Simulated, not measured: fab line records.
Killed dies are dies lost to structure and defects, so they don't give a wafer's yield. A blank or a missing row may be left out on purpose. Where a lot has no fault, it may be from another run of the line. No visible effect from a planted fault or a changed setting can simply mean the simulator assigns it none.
Which of the tools did it?    flow sky130    39 wafers from 13 lots sampled at 4 of the route's 708 steps

## WHAT THE GAUGES READ, wafer by wafer
SKY_VIA2_OVL_MEAS_13. Usual: VIA2_OVL gives 0 nm (standard deviation 5.7).
lot   measured      on          VIA2_OVL (nm)  flag
L754  day 37 11:50  overlay-02  -2 6 -4        
L756  day 38 00:05  overlay-01  3 -5 5         
L757  day 38 08:32  overlay-02  4 2 4          
L758  day 38 10:27  overlay-02  -5 -3 -4       
L759  day 38 15:08  overlay-02  -7 -3 -1       
L760  day 39 03:33  overlay-02  12 8 2         
L768  day 41 22:44  overlay-01  2 2 -4         
L769  day 41 22:47  overlay-02  7 5 0          
L770  day 41 19:22  overlay-01  -3 -1 2        
L771  day 42 01:33  overlay-02  3 -3 0         
L772  day 42 10:25  overlay-02  -3 -2 1        
L773  day 42 11:28  overlay-01  -1 2 -2        
L774  day 42 16:14  overlay-01  0 3 3          

SKY_METAL4_CD_MEAS_13 targets a cd of 300 nm. Usual: 299.9 nm for cd-nm, sd 1.5.
lot   measured      on         cd-nm (nm)         flag
L754  day 42 18:04  cd-sem-01  299.7 299.7 298.1  
L756  day 43 06:24  cd-sem-01  301.5 299.7 300.1  
L757  day 43 14:16  cd-sem-01  298.6 299.4 298.4  
L758  day 43 17:33  cd-sem-01  299.6 299.6 298.9  
L759  day 43 18:14  cd-sem-01  301.2 298.3 298.9  
L760  day 44 07:54  cd-sem-02  299.0 301.1 300.5  
L768  day 46 21:06  cd-sem-01  300.7 300.0 300.8  
L769  day 46 21:45  cd-sem-01  302.1 302.0 302.7  
L770  day 46 17:04  cd-sem-02  301.1 301.2 301.7  
L771  day 46 23:43  cd-sem-02  299.5 297.6 298.7  
L772  day 47 07:28  cd-sem-02  300.0 300.6 301.4  
L773  day 47 08:01  cd-sem-02  299.2 300.0 298.9  
L774  day 47 13:16  cd-sem-01  299.7 298.7 299.7  

## WHAT TOOL EACH LOT RAN ON (gives the tool, then ch and the chambers of the sampled wafers, and finally the start)
lot   SKY_SONOS_ONO_STRIP_17                SKY_METAL3_SPUTTER_04
L754  plasma-asher-03 ch 0,1, day 13 20:13  pvd-sputter-04, day 37 13:23
L756  plasma-asher-01 ch 0,1, day 14 04:20  pvd-sputter-03, day 38 01:35
L757  plasma-asher-01 ch 0,1, day 14 18:52  pvd-sputter-04, day 38 10:03
L758  plasma-asher-01 ch 0,1, day 14 19:49  pvd-sputter-03, day 38 12:08
L759  plasma-asher-01 ch 0,1, day 15 00:31  pvd-sputter-03, day 38 16:40
L760  plasma-asher-01 ch 0,1, day 15 17:01  pvd-sputter-03, day 39 05:04
L768  plasma-asher-01 ch 0,1, day 18 12:18  pvd-sputter-03, day 42 00:21
L769  plasma-asher-01 ch 0,1, day 18 12:40  pvd-sputter-02, day 42 00:26
L770  plasma-asher-01 ch 0,1, day 18 13:46  pvd-sputter-02, day 41 20:53
L771  plasma-asher-03 ch 0,1, day 19 06:55  pvd-sputter-03, day 42 03:04
L772  plasma-asher-04 ch 0,1, day 19 17:16  pvd-sputter-04, day 42 11:56
L773  plasma-asher-01 ch 0,1, day 19 21:49  pvd-sputter-02, day 42 12:59
L774  plasma-asher-01 ch 0, day 20 05:08    pvd-sputter-03, day 42 17:49
- SKY_SONOS_ONO_STRIP_17: strips in O2/N2.
- SKY_METAL3_SPUTTER_04: material TiN, target thk 70 nm, time 58.3 s.

## WHAT THE TOOLS THEMSELVES READ (means of the sampled wafers that have a number; where no wafer has one, the mark that the record gives instead)
SKY_SONOS_ONO_STRIP_17. Usual: drypump-motor-current-A 5.7 A, standard deviation 0.46; oes-product-au 0.710 a.u., standard deviation 0.0045; strip-time-to-endpoint-s 14.11 s, standard deviation 0.045.
lot   tool             drypump-motor-current-A (A)  oes-product-au (a.u.)  strip-time-to-endpoint-s (s)  flag
L754  plasma-asher-03  5.4                          0.710                  14.11                         
L756  plasma-asher-01  6.0                          0.709                  14.05                         
L757  plasma-asher-01  6.0                          0.708                  14.08                         
L758  plasma-asher-01  6.0                          0.711                  14.16                         
L759  plasma-asher-01  6.0                          0.710                  14.19                         
L760  plasma-asher-01  6.0                          0.706                  14.14                         
L768  plasma-asher-01  6.0                          0.711                  14.12                         
L769  plasma-asher-01  5.9                          0.706                  14.13                         
L770  plasma-asher-01  5.8                          0.708                  14.06                         
L771  plasma-asher-03  5.3                          0.709                  14.15                         
L772  plasma-asher-04  5.7                          0.711                  14.10                         
L773  plasma-asher-01  6.0                          0.704                  14.02                         
L774  plasma-asher-01  6.2                          0.716                  14.07                         

SKY_METAL3_SPUTTER_04. Usual: cathode-dc-power-W 6499.9 W, standard deviation 1.1; chamber-pressure-pa 0.3999 Pa, standard deviation 0.00077; throttle-valve-pct 30.2 %, standard deviation 0.97.
lot   tool            cathode-dc-power-W (W)  chamber-pressure-pa (Pa)  throttle-valve-pct (%)  flag
L754  pvd-sputter-04  6499.9                  0.4003                    30.9                    
L756  pvd-sputter-03  6500.1                  0.4000                    30.4                    
L757  pvd-sputter-04  6500.2                  0.3994                    29.9                    
L758  pvd-sputter-03  6499.6                  0.3991                    30.1                    
L759  pvd-sputter-03  6499.6                  0.4000                    30.7                    
L760  pvd-sputter-03  6498.9                  0.4000                    29.9                    
L768  pvd-sputter-03  6499.0                  0.3999                    30.2                    
L769  pvd-sputter-02  6501.0                  0.4003                    29.9                    
L770  pvd-sputter-02  6499.6                  0.4004                    29.7                    
L771  pvd-sputter-03  6499.9                  0.3998                    30.3                    
L772  pvd-sputter-04  6499.2                  0.3990                    30.0                    
L773  pvd-sputter-02  6499.6                  0.3998                    27.9                    
L774  pvd-sputter-03  6499.8                  0.4004                    29.6                    

## THE ANSWER, worked out from the rows above alone
Rule: a lot is off if the mean of its wafers that have a number lies more than 3 standard deviations from the usual mean. A lot without any number at a reading at which 4 lots or more have one is off too. Where the step has rows for the other lots, those lots are counted as sound. After the gauges, taken in route order, come the tools' own readings; for these a lot's mean is taken, as printed above. The first step at which some lot is off is used, and at that step the reading that is off furthest; a lot without a number counts as furthest.
No lot is off on any of the readings shown, so nothing can be concluded from this.

## WHAT THE SIMULATOR HAD PUT IN
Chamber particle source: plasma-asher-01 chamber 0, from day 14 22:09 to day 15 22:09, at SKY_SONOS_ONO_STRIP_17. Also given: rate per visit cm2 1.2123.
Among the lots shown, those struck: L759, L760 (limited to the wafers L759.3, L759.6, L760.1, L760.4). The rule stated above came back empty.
